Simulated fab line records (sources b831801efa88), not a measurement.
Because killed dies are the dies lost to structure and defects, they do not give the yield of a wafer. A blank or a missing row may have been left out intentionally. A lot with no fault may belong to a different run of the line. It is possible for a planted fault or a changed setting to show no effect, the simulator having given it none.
Check for tools in common / flow gf180mcu / Sampled: 13 lots, 39 wafers

REASON IT WAS OPENED
GF_VT_IMPLANT_RS_MEAS_47, reading NWELL_RS: flagged on 2 of 13 lots. Wafers without a fault read 487.8 ohm/sq, standard deviation 1.3.
Rule: a lot is flagged when every wafer of it that has a number lies more than 4 standard deviations from that mean, or none has a number. The other lots count as sound.

lot=L581; measured=day 7 14:42; on=film-metro-04; NWELL_RS (ohm/sq), wafer by wafer=487.0 486.4 486.6; flag=
lot=L582; measured=day 7 17:25; on=film-metro-04; NWELL_RS (ohm/sq), wafer by wafer=486.9 485.9 486.2; flag=
lot=L583; measured=day 8 06:25; on=film-metro-03; NWELL_RS (ohm/sq), wafer by wafer=489.0 487.0 486.5; flag=
lot=L584; measured=day 8 20:25; on=film-metro-04; NWELL_RS (ohm/sq), wafer by wafer=487.5 488.0 487.4; flag=
lot=L585; measured=day 8 23:19; on=film-metro-04; NWELL_RS (ohm/sq), wafer by wafer=490.2 489.3 489.7; flag=
lot=L590; measured=day 10 03:05; on=film-metro-04; NWELL_RS (ohm/sq), wafer by wafer=478.6 478.4 481.0; flag=FLAGGED
lot=L592; measured=day 10 17:01; on=film-metro-04; NWELL_RS (ohm/sq), wafer by wafer=477.8 479.8 478.9; flag=FLAGGED
lot=L596; measured=day 12 00:56; on=film-metro-02; NWELL_RS (ohm/sq), wafer by wafer=487.2 487.4 486.4; flag=
lot=L597; measured=day 12 01:54; on=film-metro-02; NWELL_RS (ohm/sq), wafer by wafer=489.5 488.1 487.7; flag=
lot=L599; measured=day 12 15:28; on=film-metro-02; NWELL_RS (ohm/sq), wafer by wafer=488.6 485.8 488.2; flag=
lot=L600; measured=day 12 23:46; on=film-metro-04; NWELL_RS (ohm/sq), wafer by wafer=485.8 486.5 486.0; flag=
lot=L602; measured=day 13 09:08; on=film-metro-02; NWELL_RS (ohm/sq), wafer by wafer=488.3 487.8 487.9; flag=
lot=L603; measured=day 13 18:36; on=film-metro-02; NWELL_RS (ohm/sq), wafer by wafer=489.1 490.7 490.1; flag=
Average over the flagged lots: 479.1 ohm/sq; offset from the usual -8.7 ohm/sq, equal to -7 standard deviations.

WHICH TOOL EACH LOT WENT THROUGH
The record keeps 1 process step preceding the reading, out of 602 steps on the route. Cell contents, in order: the tool; ch with the chambers the sampled wafers went through; the start.
lot=L581; flag=; GF_NWELL_IMPLANT_09=implanter-01 ch 0, day 3 07:10
lot=L582; flag=; GF_NWELL_IMPLANT_09=implanter-02 ch 0, day 3 11:15
lot=L583; flag=; GF_NWELL_IMPLANT_09=implanter-02 ch 0, day 3 19:08
lot=L584; flag=; GF_NWELL_IMPLANT_09=implanter-04 ch 0, day 4 08:38
lot=L585; flag=; GF_NWELL_IMPLANT_09=implanter-02 ch 0, day 4 09:19
lot=L590; flag=FLAGGED; GF_NWELL_IMPLANT_09=implanter-01 ch 0, day 5 10:01
lot=L592; flag=FLAGGED; GF_NWELL_IMPLANT_09=implanter-01 ch 0, day 5 21:05
lot=L596; flag=; GF_NWELL_IMPLANT_09=implanter-04 ch 0, day 6 21:26
lot=L597; flag=; GF_NWELL_IMPLANT_09=implanter-04 ch 0, day 6 23:02
lot=L599; flag=; GF_NWELL_IMPLANT_09=implanter-04 ch 0, day 7 09:58
lot=L600; flag=; GF_NWELL_IMPLANT_09=implanter-04 ch 0, day 7 17:59
lot=L602; flag=; GF_NWELL_IMPLANT_09=implanter-04 ch 0, day 8 01:39
lot=L603; flag=; GF_NWELL_IMPLANT_09=implanter-02 ch 0, day 8 08:17
These steps, and what they do:
- GF_NWELL_IMPLANT_09
- GF_VT_IMPLANT_RS_MEAS_47: measures by four-point-probe.

FLAGGED OVER TOTAL, TOOL BY TOOL (the gauges that took the reading come last)
step=GF_NWELL_IMPLANT_09; tool=implanter-01; lots run=3; flagged=2; share of the flagged lots=all; sound lots run after its first flagged lot=0
step=GF_NWELL_IMPLANT_09; tool=implanter-02; lots run=4; flagged=0; share of the flagged lots=none; sound lots run after its first flagged lot=-
step=GF_NWELL_IMPLANT_09; tool=implanter-04; lots run=6; flagged=0; share of the flagged lots=none; sound lots run after its first flagged lot=-
step=GF_VT_IMPLANT_RS_MEAS_47; tool=film-metro-02; lots run=5; flagged=0; share of the flagged lots=none; sound lots run after its first flagged lot=-
step=GF_VT_IMPLANT_RS_MEAS_47; tool=film-metro-03; lots run=1; flagged=0; share of the flagged lots=none; sound lots run after its first flagged lot=-
step=GF_VT_IMPLANT_RS_MEAS_47; tool=film-metro-04; lots run=7; flagged=2; share of the flagged lots=all; sound lots run after its first flagged lot=1 (L600)

THE TABLE: WHAT IT ALLOWS
In 2 table rows, all flagged lots were run: implanter-01 (GF_NWELL_IMPLANT_09), film-metro-04 (GF_VT_IMPLANT_RS_MEAS_47).
- implanter-01 at GF_NWELL_IMPLANT_09: 2 of its 3 lots flagged. Last sound lot L581 at day 3 07:10, first flagged lot L590 at day 5 10:01; a fault beginning in between fits. Its own readings (beam-on-s, faraday-current-uA) fall more than 4 standard deviations out on all wafers of the flagged lots.
- film-metro-04 at GF_VT_IMPLANT_RS_MEAS_47: 2 of its 7 lots flagged. Lots that were sound ran on it after the first flagged one (L600); a persistent fault on the entire tool would not allow that.
Left over: one tool, implanter-01 at GF_NWELL_IMPLANT_09.

WHAT HAD BEEN PUT IN BY THE SIMULATOR
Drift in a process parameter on implanter-01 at GF_NWELL_IMPLANT_09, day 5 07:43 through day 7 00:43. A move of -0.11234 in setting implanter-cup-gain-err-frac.
Struck lots among those shown: L590, L592. The rule given above showed the same thing.
